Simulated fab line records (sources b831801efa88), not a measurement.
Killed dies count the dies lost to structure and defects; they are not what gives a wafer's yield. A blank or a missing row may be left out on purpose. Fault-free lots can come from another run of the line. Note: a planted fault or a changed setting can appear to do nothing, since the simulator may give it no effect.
The same fault as seen by 2 desks -- flow gf180mcu -- only its own numbers are on each desk; what lay behind them is given at the end

## FOR THE TOOL OWNER'S DESK: rie si-01
The tool's own readings at GF_STI_ETCH_14 (etches Si in HBr/Cl2/O2, target depth 360 nm, time 102.9 s): means of the sampled wafers that have a number, for each lot that ran on this tool. A lot is out of limits, marked OUT, if its mean lies more than 4 standard deviations from the usual mean; the brackets give that distance.
Columns: A = drypump motor current A at GF_STI_ETCH_14, usual 5.5 A; B = mfc cl2 sccm at GF_STI_ETCH_14, usual 40.02 sccm; C = oes product au at GF_STI_ETCH_14, usual 1.001 a.u.; D = run length s at GF_STI_ETCH_14, usual 131.09 s; E = throttle valve pct at GF_STI_ETCH_14, usual 25.657 %
lot,first seen here,A,B,C,D,E
L341,day 2 01:22,5.2,40.10,1.012,131.23,25.648
L342,day 2 07:05,5.3,40.08,1.007,131.18,25.658
L343,day 2 11:10,5.4,39.98,1.006,131.25,25.654
L351,day 4 05:37,5.4,40.12,1.003,131.13,25.662
L353,day 4 16:41,5.4,39.94,1.010,131.08,25.640
L356,day 5 06:54,5.4,40.01,1.006,115.35 (-58) OUT,25.656
L358,day 5 17:25,5.3,40.02,1.005,115.80 (-57) OUT,25.661
L359,day 5 22:50,5.4,39.92,1.006,115.39 (-58) OUT,25.658
This desk's finding: out of limits on L356, L358, L359; first on L356, day 5 06:54 (run length s at GF_STI_ETCH_14). Within limits: L341, L342, L343, L351, L353.

## THE METROLOGY DESK
What the gauges read, lot by lot, whatever tool the lot ran on: means of the sampled wafers that have a number. A lot is out of limits, marked OUT, if its mean lies more than 4 standard deviations from the usual mean; the brackets give that distance.
Columns: A = VT_IMPLANT_TW at GF_VT_IMPLANT_TW_MEAS_10, usual 571; B = POLY_GATE_OVL at GF_POLY_GATE_OVL_MEAS_11, usual -1 nm
lot,first seen here,A,B
L341,day 5 16:32,567,-7
L342,day 5 21:55,582,-6
L343,day 6 01:59,570,-5
L351,day 8 07:05,572,-8
L353,day 8 21:31,575,7
L354,day 9 00:32,570,-4
L355,day 9 07:41,571,3
L356,day 9 13:18,571,-2
L358,day 10 00:47,572,-2
L359,day 10 07:40,573,-10
L360,day 10 17:34,572,0
L362,day 11 03:22,570,9
Result from this desk: across the 12 lots, nothing is out of limits.

## PUT TOGETHER
On L356, L358, L359, at day 5 06:54, an alarm was possible from the tool owner's desk.
From the metrology desk's view, nothing was out of limits.
The metrology desk has L356, L358, L359 on record, within its limits.
The lots listed all ran GF_STI_ETCH_14 on rie si-01.

## WHAT THE SIMULATOR HAD PUT IN
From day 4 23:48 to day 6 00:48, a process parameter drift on rie si-01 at GF_STI_ETCH_14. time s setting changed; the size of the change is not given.
Shown lots that were struck: L356, L358, L359.
How many hours passed from the start of the fault until each desk's first out-of-limits reading: the tool owner's desk, 7.
